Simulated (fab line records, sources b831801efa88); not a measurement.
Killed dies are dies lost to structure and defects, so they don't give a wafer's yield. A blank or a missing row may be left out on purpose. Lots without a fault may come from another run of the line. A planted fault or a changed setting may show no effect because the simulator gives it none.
A struck lot beside a sound one | flow sky130 | 15 steps out of a route of 708
Sound: wafers L769.1, L769.2, L769.5. Struck: wafers L768.1, L768.2, L768.3. The cause comes at the end.
At each step with rows: each side's tool, then ch and its chambers, then its first start. Under that, the readings that differ: sound wafers | struck wafers | difference of the means | sigmas: that difference in standard deviations of wafers without a fault.
alike: readings whose means differ by less than 2 such deviations, and words and numbers that are the same on both sides. not compared: withheld readings, readings that some wafer has no value for, bounds like >300 that may hide the same value, and numbers for which the record gives no deviation and whose values overlap.
The two part at a step that has a row with sigmas, a row that says differs or no value, or rows on one side only. Numbers that don't overlap but have no deviation are shown without sigmas and don't part them. A reading that every wafer of one side lacks parts them only if that side has two wafers or more.

first, 6 steps without rows for these wafers: SKY_SD_N_HMDS_01 (prime time 60 s); SKY_SD_N_COAT_02 (resist thk 1140 nm); SKY_SD_N_SOFTBAKE_03 (time 60 s); SKY_SD_N_EXPOSE_04 (exposes mask NSDM, target cd 380 nm); SKY_SD_N_PEB_05; SKY_SD_N_DEVELOP_06 (develop time 60 s).
SKY_SD_N_CD_MEAS_07: target cd 380 nm.
  sound on cd_sem-02, day 34 20:59; struck on cd_sem-01, day 34 15:07
  alike: cd_nm
SKY_SD_N_OVL_MEAS_08:
  sound on overlay-02, day 34 21:07; struck on overlay-01, day 34 15:14
  alike: SD_N_OVL
then, 2 steps without rows for these wafers: SKY_SD_N_IMPLANT_09; SKY_SD_N_IMPLANT_10.
SKY_SD_N_STRIP_11: strips in O2/N2.
  sound on plasma_asher-01 ch 0,1, day 34 21:27; struck on plasma_asher-01 ch 0,1, day 34 15:34
  alike: drypump_motor_current_A, oes_product_au, strip_time_to_endpoint_s
  not compared: rf_hours_counter_h
SKY_SD_N_TW_MEAS_12:
  sound on film_metro-04, day 34 21:33; struck on film_metro-04, day 34 15:40
  alike: SD_N_TW
SKY_SD_N_CLEAN_13: cleans in SC1/SC2, time 150 s.
  sound on wet_bench-02 ch 1, day 34 21:37; struck on wet_bench-01 ch 3, day 34 15:46
  reading          | sound       | struck   | difference | sigmas
  run_length_s (s) | 183 183 183 | 83 83 83 | -100       | -26
SKY_SD_N_RTA_14: time 2 s.
  sound on rtp_anneal-01 ch 0, day 34 21:40; struck on rtp_anneal-02 ch 0, day 34 15:49
  alike: lamp_power_pct, wafer_temp_C_max
-- the record jumps here: 16 days lie between the struck wafers' starts before and after (it left off in module SD_N and takes up again in module PAD_OPEN, whose first step shown is number 708 of the route) --
SKY_PAD_OPEN_PROBE_99:
  sound on prober-02, day 50 15:08; struck on prober-01, day 50 10:19
  reading                                         | sound                | struck               | difference | sigmas
  model.etest.diode_nwell_sub.leak_log10_a_cm2    | -7.453 -7.515 -7.404 | -6.754 -6.932 -6.928 | +0.586     |
  model.etest.diode_dnwell_sub.leak_log10_a_cm2   | -7.494 -7.485 -7.242 | -6.599 -6.867 -7.023 | +0.577     |
  model.etest.diode_pwell_dnwell.leak_log10_a_cm2 | -7.665 -7.707 -7.657 | -7.133 -7.236 -7.413 | +0.416     |
  alike: killed_at_M0_to_M3, killed_at_M4_up, killed_at_contacts, killed_at_front_end, killed_at_other, killed_dies, killed_open, killed_short
  not compared: model.etest.nfet_16v.off_log10_a_um

WHERE THEY PART
Only at SKY_SD_N_CLEAN_13, within this record. Later steps at which nothing parts them and some readings are alike: SKY_SD_N_RTA_14, SKY_PAD_OPEN_PROBE_99.

WHY: what the simulator had put in
Process parameter drift: wet_bench-01, from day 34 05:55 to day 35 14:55, at SKY_SD_N_CLEAN_13. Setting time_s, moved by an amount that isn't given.
